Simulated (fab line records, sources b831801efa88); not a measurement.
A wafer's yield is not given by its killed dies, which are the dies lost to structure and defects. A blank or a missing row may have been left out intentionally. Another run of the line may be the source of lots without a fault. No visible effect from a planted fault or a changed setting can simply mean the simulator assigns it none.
Problem report, 8D (eight disciplines) form, completed by code ; flow sky130 ; the parts of the form that need people (team, actions taken, sign-off) are left out

== 1. WHAT IS WRONG ==
Wafers without a fault read 1.003 a.u., standard deviation 0.0068; oes-product-au at SKY_FIELD_ISO_ETCH_17 reads a mean of 1.314 a.u. on 4 wafers belonging to 3 lots. Relative to the usual mean, that is a shift of +46 standard deviations.
The step: etches Si in HBr/Cl2/O2, target depth 342 nm, time 97.7 s.
The first sign was on wafer L670.3 at day 3 17:13, on rie-si-01. At this step, 19 wafers from 7 lots have a number in the record. Rule for "out", or "out of limits": more than 4 standard deviations from the usual mean. Any other wafer with a number is counted as sound.

== 2. WHAT IT IS, WHAT IT ISN'T ==
question;is;is not
which readings at this step;oes-product-au, throttle-valve-pct;drypump-motor-current-A, he-backside-leak-sccm
which lots;L670, L671, L672;L668, L679, L682, L686
which wafers of those lots;L670.3, L670.4, L671.3, L672.4;L670.5, L671.5, L672.2
read on which tools;rie-si-01;rie-si-02
when;from day 3 17:13;"up to then (4 sound wafers); but 11 sound wafers of L671, L672, L679, L682, L686 came after"

== 3. SUSPECTS, AND WHAT RULES EACH OUT ==
Counting: a tool at a process step up to the reading stays a suspect if it ran every lot that is out. Sound lots after the first of them don't rule it out here, since some wafers of a struck lot are sound.
- rie-si-01 at SKY_FIELD_ISO_ETCH_17 (etches Si in HBr/Cl2/O2, target depth 342 nm, time 97.7 s): kept. Every lot that is out went through it, the first being L670 (day 3 17:13); the last sound lot it ran before that was L668 (day 3 06:55). On those wafers its own readings are out: oes-product-au, throttle-valve-pct.
Left after counting: rie-si-01 at SKY_FIELD_ISO_ETCH_17.

== 4. THE CAUSE (what the simulator had put in) ==
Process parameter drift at SKY_FIELD_ISO_ETCH_17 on rie-si-01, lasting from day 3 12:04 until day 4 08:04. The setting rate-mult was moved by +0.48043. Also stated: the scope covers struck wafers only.
After counting, this tool was the only one left.

== 5. THE EFFECT CHAIN, in route order ==
Each row: a reading whose mean over the struck wafers that have a number lies more than 3 standard deviations from the usual. Scope: only readings with a usual standard deviation given in the record; hours: median across lots of the time from each lot's start at the first step in this table that gives one to its start at this step; sigmas: change in usual standard deviations.
hours;step;reading;usual;on struck wafers;change;sigmas
0;SKY_FIELD_ISO_ETCH_17;oes-product-au;1.003 a.u.;1.314;+0.311;+46
0;SKY_FIELD_ISO_ETCH_17;throttle-valve-pct;25.656 %;25.446;-0.210;-23
Process steps it contains:
- SKY_FIELD_ISO_ETCH_17: etches Si in HBr/Cl2/O2, target depth 342 nm, time 97.7 s.
Later steps that measure or inspect, where all struck wafers having a row at the step show a number for every such reading and not one has moved that far: SKY_FIELD_ISO_THK_MEAS_23, SKY_FIELD_ISO_THK_MEAS_25.

== 6. WHAT WOULD HAVE CAUGHT IT SOONER ==
5 hours passed between the start of the fault at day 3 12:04 and the first reading out of limits in this record, taken at day 3 17:13.
